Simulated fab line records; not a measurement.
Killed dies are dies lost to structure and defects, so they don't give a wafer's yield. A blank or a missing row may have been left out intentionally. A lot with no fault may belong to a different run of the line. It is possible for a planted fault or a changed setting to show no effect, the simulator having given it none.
Comparing a struck lot with a sound one | flow sky130 | 17 steps out of a route of 708
Sound: the wafers L778.1, L778.2, L778.5. Wafers struck: L779.1, L779.2, L779.3. The cause is given at the end.
Each step with rows lists, per side, the tool, then ch with its chambers, then its first start. Under that, the readings that differ: sound wafers | struck wafers | difference of the means | sigmas: that difference in standard deviations of wafers without a fault.
alike: readings with means less than 2 such deviations apart, plus words and numbers identical on both sides. not compared: withheld readings, readings lacking a value on some wafer, bounds such as >300 that could conceal the same value, and numbers that have no deviation in the record and whose values overlap.
Wherever a step has rows on one side only, a row that says differs or no value, or a row with sigmas, the two part there. Numbers that have no deviation but don't overlap get no sigmas and don't part them. Lack of a reading on every wafer of one side parts them only where that side has two or more wafers.

first, 5 steps without rows for these wafers: SKY_SD_N_COAT_02 (resist thk 1140 nm); SKY_SD_N_SOFTBAKE_03 (time 60 s); SKY_SD_N_EXPOSE_04 (exposes mask NSDM, target cd 380 nm); SKY_SD_N_PEB_05; SKY_SD_N_DEVELOP_06 (develop time 60 s).
SKY_SD_N_CD_MEAS_07: the cd target is 380 nm.
  sound on cd-sem-02 at day 33 03:02; struck on cd-sem-01 at day 33 11:41
  alike: cd-nm
SKY_SD_N_OVL_MEAS_08:
  sound on overlay-02 at day 33 03:10; struck on overlay-01 at day 33 11:49
  alike: SD_N_OVL
then, 2 steps without rows for these wafers: SKY_SD_N_IMPLANT_09; SKY_SD_N_IMPLANT_10.
SKY_SD_N_STRIP_11: strips in O2/N2.
  sound on plasma-asher-03 ch 0,1, day 33 03:30; struck on plasma-asher-04 ch 0,1, day 33 12:09
  alike: drypump-motor-current-A, oes-product-au, strip-time-to-endpoint-s
  not compared: rf-hours-counter-h
SKY_SD_N_TW_MEAS_12:
  sound on film-metro-03 at day 33 03:36; struck on film-metro-03 at day 33 12:15
  alike: SD_N_TW
then, 1 step without rows for these wafers: SKY_SD_N_CLEAN_13 (cleans in SC1/SC2, time 150 s).
SKY_SD_N_RTA_14: time 2 s.
  sound on rtp-anneal-02 ch 0, day 33 03:43; struck on rtp-anneal-01 ch 0, day 33 12:22
  reading            | sound                | struck               | difference | sigmas
  lamp-power-pct (%) | 15.67 15.76 15.71    | 15.88 15.81 15.86    | +0.14      | +3
  wafer_temp_C_max   | 1077.1 1077.5 1077.4 | 1088.5 1084.9 1089.4 | +10.3      | +7
SKY_SD_N_RS_MEAS_16: uses a four-point probe to measure.
  sound on film-metro-02 at day 33 03:53; struck on film-metro-02 at day 33 12:32
  reading          | sound             | struck            | difference | sigmas
  SD_N_RS (ohm/sq) | 68.43 68.46 68.43 | 67.10 66.92 66.90 | -1.47      | -15
SKY_SD_N_RS_MEAS_17: uses a four-point probe to measure.
  sound on film-metro-02 at day 33 04:00; struck on film-metro-02 at day 33 12:39
  reading          | sound             | struck            | difference | sigmas
  SD_P_RS (ohm/sq) | 146.8 146.9 147.4 | 138.9 139.4 139.1 | -7.9       | -23
SKY_SD_N_RS_MEAS_18: uses a four-point probe to measure.
  sound on film-metro-02 at day 33 04:07; struck on film-metro-02 at day 33 12:46
  alike: RES_XHIGH_RS
-- here the record skips 16 days between the struck wafers' starts before and after, leaving off in module SD_N and picking up in module PAD_OPEN (first step shown: number 708 of the route) --
SKY_PAD_OPEN_PROBE_99:
  sound on prober-01 at day 49 12:31; struck on prober-02 at day 49 16:49
  reading                              | sound             | struck            | difference | sigmas
  model.etest.res-xhigh-po.line-ohm-um | 5634 5955 5592    | 5249 5534 5586    | -271       |
  model.etest.res-xhigh-po.rs-ohm-sq   | 1978 2076 1960    | 1845 1880 1910    | -126       |
  model.etest.pfet_01v8.r-on-ohm-um    | 3069 3008 3069    | 2676 2717 2698    | -352       |
  model.etest.res-pdiff.line-ohm-um    | 1369 1366 1396    | 1341 1318 1336    | -45        |
  model.etest.res-high-po.line-ohm-um  | 745 761.2 738.8   | 709.6 724.2 738.3 | -24.3      |
  model.etest.licon-high-po.rc-ohm     | 360.6 354.8 364.7 | 311.8 329.1 323.4 | -38.6      |
  model.etest.res-high-po.rs-ohm-sq    | 263.9 266.1 259.1 | 247.5 251.9 254.5 | -11.7      |
  alike: killed_at_M0_to_M3, killed_at_M4_up, killed-at-contacts, killed-at-front-end, killed-at-other, killed-dies, killed-open, killed-short
  not compared: model.etest.res-ndiff.line-ohm-um

## WHERE THEY PART
At SKY_SD_N_RTA_14 first; at SKY_SD_N_RS_MEAS_17 last (within this record only). Later steps at which nothing parts them and some readings are alike: SKY_SD_N_RS_MEAS_18, SKY_PAD_OPEN_PROBE_99.

WHY: what had been put in by the simulator
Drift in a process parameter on rtp-anneal-01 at SKY_SD_N_RTA_14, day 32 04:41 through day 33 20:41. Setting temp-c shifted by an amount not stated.
